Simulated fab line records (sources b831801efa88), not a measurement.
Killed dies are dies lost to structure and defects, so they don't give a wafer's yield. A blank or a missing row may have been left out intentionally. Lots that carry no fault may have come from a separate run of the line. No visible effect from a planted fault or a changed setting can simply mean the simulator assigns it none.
Matching of chambers -- flow sky130 -- SKY_VIA1_CMP_02 on cmp-01: 4 sister chambers
The step polishes SiO2. 4 wafers are shown with their chamber, then 7 later ones without.

== WAFERS, EACH WITH ITS CHAMBER ==
wafer,chamber,motor_current_A (A)
L931.1,0,12.1
L932.5,3,12.8
L932.6,2,11.3
L935.5,1,12.1

== WAFERS MISSING THEIR CHAMBER ==
wafer,motor_current_A (A)
L935.6,11.7
L942.1,11.3
L942.4,11.7
L942.5,12.7
L944.1,12.7
L944.4,12.2
L944.6,13.3

== EACH ONE'S CHAMBER ==
wafer,from the rows above,in truth
L935.6,can't be placed: 2 or 0 or 1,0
L942.1,2,2
L942.4,can't be placed: 2 or 0 or 1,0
L942.5,can't be placed: 3 or 0 or 1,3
L944.1,can't be placed: 3 or 0 or 1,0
L944.4,can't be placed: 0 or 1 or 3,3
L944.6,3,3
Correct placement for 2 of the 7. Not placeable from these rows: 5 (in 5, the candidates include the true chamber). Number placed wrongly: 0.
How it was worked out, from the rows above alone: a wafer's distance from a chamber is the root of the sum, over the readings, of the square of ((its reading less the chamber's mean) divided by the reading's scatter). The wafer belongs to the nearest chamber; if the next one is less than 2 further off, it can't be placed. For every chamber, the mean is computed from those of its wafers that are shown. The scatter: root of mean squared gap, hidden wafer to nearest shown wafer, with one shown wafer a chamber.
